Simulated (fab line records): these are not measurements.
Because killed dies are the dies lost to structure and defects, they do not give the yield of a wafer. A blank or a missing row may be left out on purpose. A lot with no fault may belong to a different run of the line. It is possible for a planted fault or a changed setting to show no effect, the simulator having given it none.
Chamber matching | flow gf180mcu | pecvd-02 running GF_V2_CVD_02: 3 sister chambers
The step deposits SiO2 from TEOS, target thk 850 nm, time 94.851 s. 3 wafers are shown with their chamber, then 11 later ones without.

== WAFERS WITH THEIR CHAMBER ==
wafer  | chamber | heater_power_w (W)
L083.4 | 1       | 544
L085.6 | 2       | 640
L086.2 | 0       | 686

== WAFERS WITH NO CHAMBER GIVEN ==
wafer  | heater_power_w (W)
L086.4 | 437
L086.6 | 595
L089.2 | 653
L089.3 | 475
L089.5 | 688
L093.1 | 656
L093.2 | 566
L093.3 | 488
L094.1 | 459
L094.2 | 682
L094.3 | 677

== THE CHAMBER EACH PASSED THROUGH ==
wafer  | from the rows above          | in truth
L086.4 | can't be placed: 1 or 2      | 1
L086.6 | can't be placed: 2 or 1 or 0 | 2
L089.2 | can't be placed: 2 or 0 or 1 | 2
L089.3 | can't be placed: 1 or 2      | 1
L089.5 | can't be placed: 0 or 2      | 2
L093.1 | can't be placed: 2 or 0 or 1 | 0
L093.2 | can't be placed: 1 or 2 or 0 | 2
L093.3 | can't be placed: 1 or 2      | 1
L094.1 | can't be placed: 1 or 2      | 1
L094.2 | can't be placed: 0 or 2      | 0
L094.3 | can't be placed: 0 or 2      | 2
Correct placement for 0 of the 11. From these rows, 11 cannot be placed; in 11 the true chamber is one of the candidates. Number placed wrongly: 0.
How it was worked out, from the rows above alone: a wafer's distance from a chamber is the root of the sum, over the readings, of the square of ((its reading less the chamber's mean) divided by the reading's scatter). The wafer belongs to the nearest chamber; if the next one is less than 2 further off, it can't be placed. For every chamber, the mean is computed from those of its wafers that are shown. The scatter (one wafer shown for each chamber): square how far every hidden wafer sits from the nearest shown wafer, average those squares and take the square root.
